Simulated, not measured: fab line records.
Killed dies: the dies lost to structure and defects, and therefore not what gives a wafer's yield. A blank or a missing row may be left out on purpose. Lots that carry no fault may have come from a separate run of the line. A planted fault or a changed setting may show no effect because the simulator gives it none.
fab line records	flow sky130
[record] lots = 24	wafers = 72	lastDay = 50
route steps=708 shown FIELD_ISO@28 GATE_OXIDE@201 LDD_N@244 POLY_CUT@318 CONTACT@409 METAL3@565
lots that met no fault: taken from a fault-free run of the same line
startH: hours from the record's first day to the start of the lot's first wafer shown	waitH: hours from the lot's prior step to this one	" identical to the entry in the row above	L1.1+2: several wafers, shown together as one row	- no value, or no start was given	* or withheld: withheld	< > ~ a bound
route shown NAME@n: names a module that has steps shown in the file, with the first one's number in the route	usual: mean and standard deviation over wafers with no fault	same: alike in all rows	chamber/n: place in a boat	sites: the reading at each site	_std_site: how widely they spread, as a standard deviation	_edge_site: the outer-site mean with the inner-site mean subtracted	radiusMm: how far each site lies from the wafer's centre	mask NAME#n: copy n	behind: the tool/chamber that last shaped the wafer	hold: why the lot was held/for how many hours/how that ended	device: the transistor (n, p or np) that didn't switch	end of line: tests run on the same wafers once the route is complete	a step with no rows: only its recipe	killed: dies lost to structure and defects at the first sort, not the wafer's yield	map: a wafer's dies, x killed, . not, _ none there
set.NAME: the setting the step ran with; set.NAME@STEP: the setting that earlier step ran with	model.NAME: the simulator's own value behind a step, which no gauge read
steps of the route over a sample of lots; a table a step, a row a wafer
services: a tool's chamber out of use, with start hour (startH, from the record's first day; less than 0 if before it), hours out, and reason
[[steps]]
[step SKY_FIELD_ISO_CMP_27]
[recipe] stopOn = Si3N4	tOverpolishS = 16	downForcePsi = 4	platenRpm = 60	targetThkNm = 457.8	padVelocityMS = 0.94248
[usual] headPressurePsi = 3.999/0.01	motorCurrentA = 11.6/0.9	overpolishRunS = 16.000/0.0088	timeToEndpointS = 116/4.4
lot.wafer	tool	chamber	startH	waitH	headPressurePsi	motorCurrentA	overpolishRunS	timeToEndpointS
L074.1	cmp-02	3	33.39	0.1	3.995	12.9	15.999	113
L074.6	"	0	"	"	4.008	10.8	15.993	112
L074.5	"	1	"	"	4.004	11.9	16.019	118
L075.2	cmp-01	1	40.17	0.0	3.975	13.8	16.006	118
L075.4	"	3	"	"	3.986	10.5	16.002	112
L075.6	"	1	"	"	4.003	13.3	16.010	116
L076.4	cmp-02	0	45.94	0.0	4.001	11.4	16.013	109
L076.1	"	3	"	"	3.987	12.5	15.998	112
L076.5	"	1	"	"	3.994	11.9	16.003	118
L077.3	cmp-01	0	48.95	0.0	3.993	11.9	16.023	104
L077.1	"	1	"	"	3.990	13.3	15.993	116
L077.2	"	3	"	"	4.005	10.4	16.006	115
L078.1	cmp-01	3	54.41	0.0	3.992	11.0	16.007	116
L078.4	"	0	"	"	4.001	11.2	16.012	111
L078.3	"	2	"	"	4.017	11.4	15.993	119
L079.3	cmp-02	1	61.45	0.0	3.998	11.9	16.008	123
L079.2	"	2	"	"	3.998	11.6	15.998	117
L079.4	"	3	"	"	3.999	12.7	16.003	118
L080.3	cmp-01	2	68.52	3.2	4.014	10.9	16.003	114
L080.1	"	1	"	"	3.999	13.6	16.005	115
L080.5	"	2	"	"	4.015	11.5	16.006	117
L081.4	cmp-01	2	69.92	0.0	4.005	11.2	15.995	119
L081.2	"	0	"	"	4.005	11.4	15.988	108
L081.3	"	1	"	"	4.022	13.8	15.984	114
L082.2	cmp-01	0	75.35	0.1	3.996	11.6	16.008	108
L082.4	"	1	"	"	3.992	12.6	16.009	118
L082.5	"	2	"	"	4.005	11.2	15.976	115
L083.2	cmp-01	1	79.66	0.1	4.015	13.6	16.007	117
L083.1	"	3	"	"	4.021	10.7	16.013	116
L083.6	"	1	"	"	4.011	13.8	16.002	117
L084.4	cmp-02	0	85.65	0.0	4.000	10.6	15.989	112
L084.3	"	1	"	"	3.983	11.3	16.000	121
L084.1	"	3	"	"	3.991	12.7	16.005	116
L085.3	cmp-02	1	89.81	0.1	4.013	11.2	15.987	123
L085.4	"	2	"	"	3.988	11.9	15.993	119
L085.5	"	1	"	"	4.016	11.4	16.012	118
L086.1	cmp-01	2	95.40	0.1	3.987	11.6	15.999	125
L086.4	"	3	"	"	3.988	10.2	15.986	121
L086.6	"	3	"	"	3.999	10.2	15.993	120
L087.2	cmp-02	1	100.80	0.0	3.990	10.9	16.004	114
L087.1	"	3	"	"	3.992	12.4	15.986	119
L087.5	"	1	"	"	4.008	11.5	15.992	121
L088.4	cmp-01	0	105.27	0.1	3.993	11.1	16.015	112
L088.6	"	2	"	"	3.999	11.0	15.987	122
L088.5	"	3	"	"	4.003	10.3	15.989	119
L089.3	cmp-02	1	111.46	0.0	3.991	11.6	16.009	118
L089.2	"	0	"	"	3.988	11.0	16.007	116
L089.6	"	2	"	"	3.992	11.1	16.000	124
L090.3	cmp-02	0	116.79	0.0	4.005	11.1	16.009	115
L090.2	"	2	"	"	3.995	11.4	15.990	119
L090.4	"	3	"	"	3.980	12.4	15.999	116
L091.3	cmp-01	1	125.87	0.1	4.003	13.2	15.994	118
L091.5	"	3	"	"	4.001	10.1	16.018	115
L091.6	"	0	"	"	4.025	11.8	15.998	114
L092.1	cmp-02	0	131.65	0.0	4.010	11.0	15.989	117
L092.2	"	1	"	"	3.999	11.7	16.007	117
L092.4	"	2	"	"	4.006	11.2	16.009	119
L093.3	cmp-02	1	138.10	0.0	4.007	11.7	15.995	123
L093.6	"	1	"	"	4.004	11.6	16.004	118
L093.5	"	2	"	"	3.990	11.8	15.995	121
L095.1	cmp-01	3	143.66	0.0	3.994	10.2	16.001	112
L095.2	"	0	"	"	4.001	11.9	15.982	110
L095.3	"	1	"	"	4.017	13.3	15.988	121
L094.1	cmp-02	2	143.76	0.1	3.998	11.7	16.000	120
L094.5	"	0	"	"	3.991	10.9	16.008	117
L094.6	"	1	"	"	4.010	11.4	15.999	118
L096.3	cmp-01	0	149.32	0.0	4.006	11.9	16.017	107
L096.2	"	1	"	"	4.007	13.4	16.001	117
L096.6	"	1	"	"	4.020	13.3	16.004	120
L097.2	cmp-01	3	155.95	0.1	3.993	10.6	15.995	115
L097.4	"	0	"	"	3.996	11.7	16.001	107
L097.6	"	2	"	"	4.010	11.0	15.982	117
[step SKY_GATE_OXIDE_TW_MEAS_14]
[usual] GATE_OXIDE_TW = 223.0/2
lot.wafer	tool	chamber	startH	waitH	GATE_OXIDE_TW
L074.1	filmMetro-02	-	305.16	0.1	222.6
L074.5	"	-	"	"	224.1
L074.6	"	-	"	"	223.5
L075.2	filmMetro-01	-	315.87	0.1	222.0
L075.4	"	-	"	"	222.9
L075.6	"	-	"	"	222.2
L076.1	filmMetro-02	-	327.70	0.1	225.4
L076.4	"	-	"	"	225.0
L076.5	"	-	"	"	225.6
L077.1	filmMetro-02	-	332.23	0.1	225.9
L077.2	"	-	"	"	226.4
L077.3	"	-	"	"	225.9
L078.1	filmMetro-04	-	338.41	0.1	218.2
L078.3	"	-	"	"	219.5
L078.4	"	-	"	"	219.5
L079.2	filmMetro-02	-	349.17	0.1	224.8
L079.3	"	-	"	"	225.5
L079.4	"	-	"	"	225.4
L080.1	filmMetro-01	-	358.87	0.1	222.8
L080.3	"	-	"	"	222.3
L080.5	"	-	"	"	221.9
L081.2	filmMetro-04	-	362.96	0.1	221.9
L081.3	"	-	"	"	221.1
L081.4	"	-	"	"	221.6
L082.2	filmMetro-02	-	370.98	0.1	223.6
L082.4	"	-	"	"	224.9
L082.5	"	-	"	"	224.8
L083.1	filmMetro-02	-	379.42	0.1	225.3
L083.2	"	-	"	"	223.8
L083.6	"	-	"	"	223.9
L084.1	filmMetro-04	-	388.52	0.1	221.4
L084.3	"	-	"	"	220.0
L084.4	"	-	"	"	222.6
L085.3	filmMetro-04	-	395.17	0.1	220.6
L085.4	"	-	"	"	221.4
L085.5	"	-	"	"	221.5
L086.1	filmMetro-04	-	403.77	0.1	220.4
L086.4	"	-	"	"	221.3
L086.6	"	-	"	"	221.5
L087.1	filmMetro-02	-	412.85	0.1	223.8
L087.2	"	-	"	"	223.1
L087.5	"	-	"	"	224.2
L088.4	filmMetro-02	-	423.68	0.1	222.6
L088.5	"	-	"	"	222.6
L088.6	"	-	"	"	223.4
L089.2	filmMetro-04	-	430.91	0.1	219.5
L089.3	"	-	"	"	218.3
L089.6	"	-	"	"	219.8
L090.2	filmMetro-01	-	455.48	0.1	226.0
L090.3	"	-	"	"	224.5
L090.4	"	-	"	"	224.3
L091.3	filmMetro-04	-	460.94	0.1	220.8
L091.5	"	-	"	"	221.7
L091.6	"	-	"	"	221.7
L092.1	filmMetro-02	-	467.75	0.1	222.8
L092.2	"	-	"	"	225.2
L092.4	"	-	"	"	224.4
L093.3	filmMetro-01	-	480.81	0.1	225.0
L093.5	"	-	"	"	225.3
L093.6	"	-	"	"	223.7
L094.1	filmMetro-04	-	481.44	0.1	219.5
L094.5	"	-	"	"	220.5
L094.6	"	-	"	"	219.2
L095.1	filmMetro-02	-	485.31	0.1	225.6
L095.2	"	-	"	"	224.7
L095.3	"	-	"	"	225.8
L096.2	filmMetro-01	-	492.18	0.1	224.0
L096.3	"	-	"	"	224.0
L096.6	"	-	"	"	225.6
L097.2	filmMetro-01	-	504.93	0.1	224.0
L097.4	"	-	"	"	223.1
L097.6	"	-	"	"	223.4
[step SKY_LDD_N_OVL_MEAS_07]
[usual] LDD_N_OVL = 0.9/1.5
lot.wafer	tool	chamber	startH	waitH	LDD_N_OVL[nm]
L074.1	overlay-02	-	395.58	0.1	-1.2
L074.5	"	-	"	"	-2.5
L074.6	"	-	"	"	-1.4
L075.2	overlay-02	-	408.98	0.1	-2.1
L075.4	"	-	"	"	-1.7
L075.6	"	-	"	"	-1.9
L076.1	overlay-02	-	424.75	0.1	2.2
L076.4	"	-	"	"	1.7
L076.5	"	-	"	"	3.6
L077.1	overlay-02	-	426.30	0.1	1.6
L077.2	"	-	"	"	1.4
L077.3	"	-	"	"	1.3
L078.1	overlay-01	-	450.33	0.1	0.4
L078.3	"	-	"	"	-0.5
L078.4	"	-	"	"	0.0
L079.2	overlay-01	-	451.25	0.1	1.2
L079.3	"	-	"	"	0.3
L079.4	"	-	"	"	1.8
L080.1	overlay-01	-	458.58	0.1	-1.4
L080.3	"	-	"	"	-0.6
L080.5	"	-	"	"	1.0
L081.2	overlay-01	-	461.33	0.1	-1.3
L081.3	"	-	"	"	-2.1
L081.4	"	-	"	"	-1.7
L082.2	overlay-02	-	470.39	0.1	0.0
L082.4	"	-	"	"	1.8
L082.5	"	-	"	"	0.0
L083.1	overlay-01	-	477.05	0.1	0.1
L083.2	"	-	"	"	0.9
L083.6	"	-	"	"	1.0
L084.1	overlay-02	-	485.60	0.1	3.0
L084.3	"	-	"	"	4.4
L084.4	"	-	"	"	3.2
L085.3	overlay-02	-	493.89	0.1	2.3
L085.4	"	-	"	"	4.2
L085.5	"	-	"	"	0.8
L086.1	overlay-01	-	502.78	0.1	-1.6
L086.4	"	-	"	"	-1.6
L086.6	"	-	"	"	-2.6
L087.1	overlay-02	-	510.98	0.1	3.1
L087.2	"	-	"	"	3.5
L087.5	"	-	"	"	3.1
L088.4	overlay-02	-	521.06	0.1	0.2
L088.5	"	-	"	"	0.7
L088.6	"	-	"	"	0.0
L089.2	overlay-02	-	528.55	0.1	0.2
L089.3	"	-	"	"	2.0
L089.6	"	-	"	"	0.2
L090.2	overlay-01	-	553.93	0.1	1.0
L090.3	"	-	"	"	0.2
L090.4	"	-	"	"	1.4
L092.1	overlay-01	-	571.15	0.1	2.2
L092.2	"	-	"	"	-0.5
L092.4	"	-	"	"	1.8
L091.3	overlay-02	-	572.19	0.1	3.0
L091.5	"	-	"	"	0.7
L091.6	"	-	"	"	2.2
L093.3	overlay-02	-	576.89	0.1	1.7
L093.5	"	-	"	"	0.8
L093.6	"	-	"	"	1.0
L094.1	overlay-02	-	577.83	0.1	4.2
L094.5	"	-	"	"	2.7
L094.6	"	-	"	"	2.0
L095.1	overlay-02	-	582.65	0.1	0.8
L095.2	"	-	"	"	0.6
L095.3	"	-	"	"	2.4
L096.2	overlay-02	-	587.03	0.1	2.3
L096.3	"	-	"	"	1.4
L096.6	"	-	"	"	1.7
L097.2	overlay-01	-	600.13	0.1	0.7
L097.4	"	-	"	"	-0.4
L097.6	"	-	"	"	-0.2
[step SKY_POLY_CUT_ETCH_11]
[recipe] target = Si3N4	chemistry = CF4/CH2F2/Ar	stopOn = poly-Si	sourceW = 600	biasW = 150	pressureMtorr = 40	cf4FlowSccm = 40	ch2f2FlowSccm = 20	Ar_flow_sccm = 150	timeS = 42.5	targetDepthA = 600
[usual] drypumpMotorCurrentA = 5.8/0.56	oesProductAu = 0.829/0.007	throttleValvePct = 14.995/0.0081
lot.wafer	tool	chamber	startH	waitH	drypumpMotorCurrentA	oesProductAu	rfHoursCounterH	throttleValvePct
L074.1	rieDiel-03	1	552.66	0.0	4.9	0.834	78	14.995
L074.5	"	3	"	"	6.6	0.823	-	14.996
L074.6	"	0	"	"	6.3	0.830	-	15.004
L075.2	rieDiel-03	3	563.52	0.0	6.6	0.833	10	14.991
L075.4	"	2	"	"	5.8	0.834	12	14.986
L075.6	"	3	"	"	6.6	0.837	-	14.991
L076.1	rieDiel-01	3	579.53	0.0	6.5	0.818	10	14.999
L076.4	"	2	"	"	5.4	0.825	9	14.995
L076.5	"	2	"	"	5.4	0.824	-	14.993
L077.1	rieDiel-01	0	583.02	0.0	5.9	0.828	16	14.995
L077.2	"	1	"	"	5.3	0.838	68	15.010
L077.3	"	3	"	"	6.5	0.822	10	14.999
L078.1	rieDiel-03	3	603.52	0.0	6.6	0.821	11	14.987
L078.3	"	0	"	"	6.3	0.835	49	14.987
L078.4	"	2	"	"	5.7	0.824	-	14.989
L079.2	rieDiel-01	0	604.86	0.0	5.9	0.825	16	14.985
L079.3	"	1	"	"	5.3	0.830	68	14.987
L079.4	"	3	"	"	6.5	0.822	10	15.005
L080.1	rieDiel-01	1	612.58	0.0	5.3	0.827	69	15.006
L080.3	"	3	"	"	6.5	0.830	11	14.999
L080.5	"	1	"	"	5.3	0.825	-	14.997
L081.2	rieDiel-03	0	614.62	0.0	6.3	0.826	50	14.999
L081.3	"	3	"	"	6.6	0.815	11	14.997
L081.4	"	2	"	"	5.7	0.822	13	14.987
L082.2	rieDiel-01	0	623.56	0.0	5.9	0.816	17	14.986
L082.4	"	0	"	"	5.9	0.821	-	14.992
L082.5	"	3	"	"	6.5	0.831	-	15.009
L083.1	rieDiel-01	2	629.63	0.0	5.4	0.834	10	14.995
L083.2	"	0	"	"	5.9	0.826	17	14.998
L083.6	"	2	"	"	5.4	0.839	-	15.008
L084.1	rieDiel-01	1	636.68	0.0	5.3	0.834	0	14.989
L084.3	"	0	"	"	5.9	0.824	17	15.001
L084.4	"	3	"	"	6.5	0.824	11	14.996
L085.3	rieDiel-01	2	647.32	0.0	5.4	0.822	11	14.989
L085.4	"	3	"	"	6.5	0.825	12	15.011
L085.5	"	1	"	"	5.3	0.824	-	14.998
L086.1	rieDiel-01	0	653.97	0.0	5.9	0.829	18	15.002
L086.4	"	3	"	"	6.5	0.838	-	14.998
L086.6	"	1	"	"	5.3	0.826	-	14.991
L087.1	rieDiel-03	0	660.82	0.0	6.3	0.846	51	14.996
L087.2	"	1	"	"	4.9	0.845	1	14.998
L087.5	"	0	"	"	6.3	0.830	-	15.000
L088.4	rieDiel-04	1	673.18	0.0	4.9	0.830	8	14.995
L088.5	"	2	"	"	6.2	0.827	-	14.990
L088.6	"	3	"	"	5.1	0.839	-	15.004
L089.2	rieDiel-03	3	677.53	0.0	6.6	0.831	13	14.997
L089.3	"	2	"	"	5.8	0.824	15	14.992
L089.6	"	1	"	"	4.9	0.826	-	14.993
L090.2	rieDiel-04	1	702.46	0.0	4.9	0.816	8	15.008
L090.3	"	0	"	"	5.3	0.826	0	14.981
L090.4	"	2	"	"	6.2	0.821	9	14.984
L092.1	rieDiel-01	1	717.83	0.0	5.3	0.813	2	14.995
L092.2	"	0	"	"	5.9	0.811	19	15.003
L092.4	"	3	"	"	6.5	0.817	13	15.004
L091.3	rieDiel-01	0	719.56	0.0	5.9	0.835	19	15.007
L091.5	"	0	"	"	5.9	0.833	-	14.996
L091.6	"	3	"	"	6.5	0.837	-	15.003
L094.1	rieDiel-03	1	723.55	0.0	4.9	0.831	3	14.997
L094.5	"	3	"	"	6.6	0.838	-	14.984
L094.6	"	0	"	"	6.3	0.837	-	14.998
L093.3	rieDiel-04	3	723.78	0.0	5.0	0.825	2	15.004
L093.5	"	3	"	"	5.0	0.831	-	14.998
L093.6	"	2	"	"	6.2	0.837	-	15.001
L095.1	rieDiel-03	2	730.23	0.0	5.7	0.825	16	14.985
L095.2	"	0	"	"	6.3	0.841	53	15.009
L095.3	"	1	"	"	4.9	0.832	3	15.005
L096.2	rieDiel-01	1	734.71	0.0	5.3	0.832	3	14.994
L096.3	"	3	"	"	6.5	0.836	14	14.997
L096.6	"	1	"	"	5.3	0.833	-	14.998
L097.2	rieDiel-01	2	747.13	0.0	5.4	0.822	13	14.997
L097.4	"	1	"	"	5.3	0.837	3	15.000
L097.6	"	0	"	"	5.9	0.830	-	14.997
[step SKY_CONTACT_THK_MEAS_03]
[recipe] reads = SiO2_of_CONTACT_HDPCVD_02
[usual] CONTACT_HDPCVD_THK = 562/6.4
lot.wafer	tool	chamber	startH	waitH	CONTACT_HDPCVD_THK[nm]
L074.1	filmMetro-01	-	702.00	0.0	565
L074.5	"	-	"	"	559
L074.6	"	-	"	"	567
L075.2	filmMetro-03	-	710.83	0.0	570
L075.4	"	-	"	"	569
L075.6	"	-	"	"	560
L076.1	filmMetro-04	-	727.10	0.0	556
L076.4	"	-	"	"	561
L076.5	"	-	"	"	559
L077.1	filmMetro-04	-	731.37	0.0	552
L077.2	"	-	"	"	563
L077.3	"	-	"	"	555
L078.1	filmMetro-01	-	749.36	0.0	562
L078.3	"	-	"	"	559
L078.4	"	-	"	"	561
L079.2	filmMetro-01	-	750.92	0.0	569
L079.3	"	-	"	"	569
L079.4	"	-	"	"	563
L080.1	filmMetro-03	-	759.11	0.0	551
L080.3	"	-	"	"	558
L080.5	"	-	"	"	554
L081.2	filmMetro-04	-	760.46	0.0	555
L081.3	"	-	"	"	562
L081.4	"	-	"	"	563
L082.2	filmMetro-03	-	768.15	0.0	568
L082.4	"	-	"	"	571
L082.5	"	-	"	"	566
L083.1	filmMetro-01	-	773.55	0.0	563
L083.2	"	-	"	"	559
L083.6	"	-	"	"	555
L084.1	filmMetro-03	-	779.81	0.0	573
L084.3	"	-	"	"	560
L084.4	"	-	"	"	567
L085.3	filmMetro-03	-	790.72	0.1	568
L085.4	"	-	"	"	555
L085.5	"	-	"	"	563
L086.1	filmMetro-01	-	795.98	0.0	567
L086.4	"	-	"	"	560
L086.6	"	-	"	"	571
L087.1	filmMetro-03	-	802.44	0.0	565
L087.2	"	-	"	"	554
L087.5	"	-	"	"	566
L088.4	filmMetro-03	-	812.66	0.0	565
L088.5	"	-	"	"	553
L088.6	"	-	"	"	571
L089.2	filmMetro-01	-	818.49	0.0	563
L089.3	"	-	"	"	551
L089.6	"	-	"	"	551
L090.2	filmMetro-03	-	841.41	0.0	553
L090.3	"	-	"	"	569
L090.4	"	-	"	"	571
L092.1	filmMetro-03	-	854.01	0.0	565
L092.2	"	-	"	"	571
L092.4	"	-	"	"	568
L091.3	filmMetro-01	-	856.45	0.1	568
L091.5	"	-	"	"	555
L091.6	"	-	"	"	574
L094.1	filmMetro-03	-	859.96	0.0	563
L094.5	"	-	"	"	563
L094.6	"	-	"	"	562
L093.3	filmMetro-01	-	861.98	0.1	563
L093.5	"	-	"	"	559
L093.6	"	-	"	"	562
L095.1	filmMetro-03	-	865.89	0.0	565
L095.2	"	-	"	"	561
L095.3	"	-	"	"	568
L096.2	filmMetro-01	-	870.80	0.0	554
L096.3	"	-	"	"	566
L096.6	"	-	"	"	552
L097.2	filmMetro-03	-	882.61	0.0	561
L097.4	"	-	"	"	564
L097.6	"	-	"	"	560
[step SKY_METAL3_DESCUM_15]
[recipe] chemistry = O2	sourcePowerW = 150	biasPowerW = 0	pressureMtorr = 10	tempC = 40	timeS = 8
[usual] drypumpMotorCurrentA = 5.69/0.27	oesProductAu = 1.003/0.016
lot.wafer	tool	chamber	startH	waitH	drypumpMotorCurrentA	oesProductAu	rfHoursCounterH
L074.1	rieMetal-04	1	899.02	0.0	5.62	1.007	10
L074.5	"	0	"	"	5.46	0.992	-
L074.6	"	1	"	"	5.63	0.995	-
L075.2	rieMetal-04	0	906.19	0.0	5.46	0.992	9
L075.4	"	0	"	"	5.47	1.009	-
L075.6	"	1	"	"	5.68	1.000	-
L076.1	rieMetal-02	1	919.33	0.0	6.15	1.028	11
L076.4	"	1	"	"	6.13	1.029	-
L076.5	"	1	"	"	6.16	1.032	-
L077.1	rieMetal-04	0	924.09	0.0	5.47	1.007	10
L077.2	"	1	"	"	5.65	1.005	12
L077.3	"	1	"	"	5.62	1.007	-
L078.1	rieMetal-04	1	938.89	0.0	5.68	1.002	12
L078.3	"	1	"	"	5.67	0.998	-
L078.4	"	0	"	"	5.45	0.992	-
L079.2	rieMetal-04	0	943.13	0.0	5.45	0.982	11
L079.3	"	1	"	"	5.64	1.009	-
L079.4	"	0	"	"	5.47	0.981	-
L080.1	rieMetal-04	1	948.64	0.0	5.63	1.005	12
L080.3	"	0	"	"	5.45	0.992	-
L080.5	"	1	"	"	5.63	1.000	-
L081.2	rieMetal-02	0	950.48	0.0	6.07	0.999	1
L081.3	"	1	"	"	6.15	1.023	-
L081.4	"	0	"	"	6.08	0.993	-
L082.2	rieMetal-01	0	958.57	0.0	5.68	0.994	14
L082.4	"	0	"	"	5.69	0.993	-
L082.5	"	1	"	"	5.34	1.009	-
L083.1	rieMetal-04	0	963.02	0.0	5.46	0.993	12
L083.2	"	1	"	"	5.65	1.006	13
L083.6	"	0	"	"	5.48	0.977	-
L084.1	rieMetal-04	0	970.09	0.0	5.47	0.987	12
L084.3	"	0	"	"	5.48	0.988	-
L084.4	"	1	"	"	5.65	1.007	-
L085.3	rieMetal-01	0	979.84	0.0	5.69	0.977	-
L085.4	"	1	"	"	5.33	1.001	-
L085.5	"	1	"	"	5.34	1.001	-
L086.1	rieMetal-04	0	982.87	0.0	5.45	0.984	13
L086.4	"	1	"	"	5.63	1.016	-
L086.6	"	0	"	"	5.45	0.996	-
L087.1	rieMetal-04	0	989.38	0.0	5.47	1.001	13
L087.2	"	1	"	"	5.68	1.019	14
L087.5	"	1	"	"	5.65	0.992	-
L088.4	rieMetal-02	0	1000.38	0.0	6.09	1.005	-
L088.5	"	0	"	"	6.09	0.997	-
L088.6	"	1	"	"	6.15	1.033	-
L089.2	rieMetal-04	1	1003.92	0.0	5.65	1.019	15
L089.3	"	1	"	"	5.63	1.020	-
L089.6	"	0	"	"	5.47	1.002	-
L090.2	rieMetal-01	0	1023.82	0.0	5.65	0.996	18
L090.3	"	0	"	"	5.67	0.994	-
L090.4	"	1	"	"	5.33	1.004	-
L092.1	rieMetal-02	0	1035.32	0.0	6.09	0.981	5
L092.2	"	1	"	"	6.17	1.036	19
L092.4	"	0	"	"	6.10	0.990	-
L091.3	rieMetal-04	1	1036.95	0.0	5.66	1.018	-
L091.5	"	0	"	"	5.45	0.996	-
L091.6	"	1	"	"	5.67	1.017	-
L094.1	rieMetal-02	1	1039.12	0.0	6.14	1.038	20
L094.5	"	1	"	"	6.15	1.038	-
L094.6	"	0	"	"	6.08	1.004	-
L093.3	rieMetal-04	0	1045.45	0.0	5.46	0.986	-
L093.5	"	0	"	"	5.46	0.982	-
L093.6	"	1	"	"	5.62	1.010	-
L095.1	rieMetal-04	0	1047.08	0.0	5.46	0.980	16
L095.2	"	1	"	"	5.64	1.001	17
L095.3	"	0	"	"	5.47	0.990	-
L096.2	rieMetal-01	1	1050.83	0.0	5.36	1.000	21
L096.3	"	0	"	"	5.64	0.985	-
L096.6	"	0	"	"	5.66	0.981	-
L097.2	rieMetal-02	1	1058.62	0.0	6.15	1.035	21
L097.4	"	1	"	"	6.14	1.039	-
L097.6	"	1	"	"	6.14	1.039	-
[[services]]
tool	chamber	startH	hours	kind
cmp-01	-	13.52	14.0	pm
rieMetal-04	-	15.76	1.1	repair
cmp-01	-	64.22	4.0	pm
cmp-01	-	85.97	1.5	repair
cmp-01	-	131.06	2.0	repair
cmp-01	-	134.68	0.4	repair
rieMetal-04	-	169.04	0.8	repair
rieMetal-04	0	200.66	23.3	repair
rieDiel-01	2	213.60	7.2	repair
cmp-01	-	229.65	5.5	pm
rieMetal-04	-	245.24	2.5	repair
rieDiel-01	-	273.86	28.1	pm
rieMetal-04	-	292.75	0.6	repair
cmp-01	-	323.22	2.0	repair
cmp-01	-	404.22	4.0	pm
rieDiel-01	-	442.54	1.5	repair
rieDiel-01	1	480.99	17.1	repair
cmp-01	-	512.95	1.0	repair
rieMetal-04	1	513.16	3.9	repair
rieMetal-04	-	570.89	2.8	pm
rieMetal-04	-	583.51	0.3	repair
rieMetal-04	0	624.82	5.2	repair
rieMetal-04	1	708.23	1.9	repair
rieMetal-04	-	876.98	1.0	repair
[[key]]
fault none
